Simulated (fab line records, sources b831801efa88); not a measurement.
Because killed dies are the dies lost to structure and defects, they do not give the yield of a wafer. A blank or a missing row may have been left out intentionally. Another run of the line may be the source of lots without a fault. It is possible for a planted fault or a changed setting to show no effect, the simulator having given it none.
Comparing a struck lot with a sound one -- flow sky130 -- 16 steps out of a route of 708
Sound: the wafers L259.1, L259.2, L259.6. The struck wafers were L271.1, L271.3, L271.5. The cause is named last.
At each step with rows: each side's tool, then ch and its chambers, then its first start. Under that, the readings that differ: sound wafers -- struck wafers -- difference of the means -- sigmas: that difference in standard deviations of wafers without a fault.
alike: readings with means less than 2 such deviations apart, plus words and numbers identical on both sides. not compared: withheld readings, readings lacking a value on some wafer, bounds such as >300 that could conceal the same value, and numbers that have no deviation in the record and whose values overlap.
A row with sigmas, a row that says differs or no value, or rows on one side alone: a step with any of these is where the two part. Non-overlapping numbers with no deviation appear without sigmas and do not part them. A reading that every wafer of one side lacks parts them only if that side has two wafers or more.

SKY_VIA1_ETCH_14: etches BARC in N2/H2, stops on SiO2, time 45.9 s, target depth 60 nm.
  sound on rie_diel-02 ch 1,3, day 35 12:40; struck on rie_diel-03 ch 0,1,2, day 39 02:09
  alike: drypump_motor_current_A, oes_product_au, throttle_valve_pct
  not compared: rf_hours_counter_h
then, 6 steps without rows for these wafers: SKY_VIA1_ETCH_15 (etches SiO2 in C4F8/O2/Ar, stops on TiN, target depth 351 nm, time 54 s); SKY_VIA1_STRIP_16 (strips in O2/N2); SKY_VIA1_STRIP_17 (strips in post etch residue remover, time 1200 s); SKY_VIA1_CLEAN_18 (cleans in IPA, time 180 s); SKY_VIA1_CLEAN_19 (cleans in O3/DIW); SKY_VIA1_SPUTTER_20 (material TiN, target thk 20 nm, time 80 s).
SKY_VIA1_CVD_21: deposits W, target thk 270 nm, time 80.902 s.
  sound on cvd_w-01 ch 0,1, day 35 13:26; struck on cvd_w-02 ch 0,1, day 39 02:54
  alike: chamber_pressure_Torr, heater_power_w
SKY_VIA1_RS_MEAS_22: a four-point-probe measurement.
  sound on film_metro-01 at day 35 13:31; struck on film_metro-04 at day 39 03:00
  alike: VIA1_W_RS
SKY_VIA1_THK_MEAS_23: measures by xrf.
  sound on film_metro-01 at day 35 13:38; struck on film_metro-04 at day 39 03:07
  alike: VIA1_W_THK
SKY_VIA1_CMP_24: polishes, stops on SiO2, t overpolish 15 s, target thk 0 nm.
  sound on cmp-01 ch 1,3, day 35 13:45; struck on cmp-01 ch 2,3, day 39 03:17
  alike: head_pressure_psi, motor_current_A, overpolish_run_s, time_to_endpoint_s
SKY_METAL2_SPUTTER_00: material Ti, target thk 15 nm, time 10 s.
  sound on pvd_sputter-01 at day 35 14:00; struck on pvd_sputter-04 at day 39 03:35
  alike: cathode_dc_power_W, chamber_pressure_pa, throttle_valve_pct
SKY_METAL2_SPUTTER_01: material TiN, target thk 20 nm, time 16.7 s.
  sound on pvd_sputter-01 at day 35 14:01; struck on pvd_sputter-04 at day 39 03:37
  no value came back on the struck wafers for cathode_dc_power_W (W), chamber_pressure_pa (Pa), throttle_valve_pct (%); on the sound wafers cathode_dc_power_W (W) reads 6501.6 6499.6 6500.3
then, 2 steps without rows for these wafers: SKY_METAL2_SPUTTER_02 (material AlCu, target thk 250 nm, time 13.3 s); SKY_METAL2_SPUTTER_03 (material Ti, target thk 5 nm, time 3.3 s).
SKY_METAL2_SPUTTER_04: material TiN, target thk 70 nm, time 58.3 s.
  sound on pvd_sputter-01 at day 35 14:05; struck on pvd_sputter-04 at day 39 03:41
  alike: cathode_dc_power_W, chamber_pressure_pa, throttle_valve_pct

WHERE THEY PART
At SKY_METAL2_SPUTTER_01 and nowhere else, as far as this record goes. Later steps at which nothing parts them and some readings are alike: SKY_METAL2_SPUTTER_04.

WHY: whatever the simulator had introduced
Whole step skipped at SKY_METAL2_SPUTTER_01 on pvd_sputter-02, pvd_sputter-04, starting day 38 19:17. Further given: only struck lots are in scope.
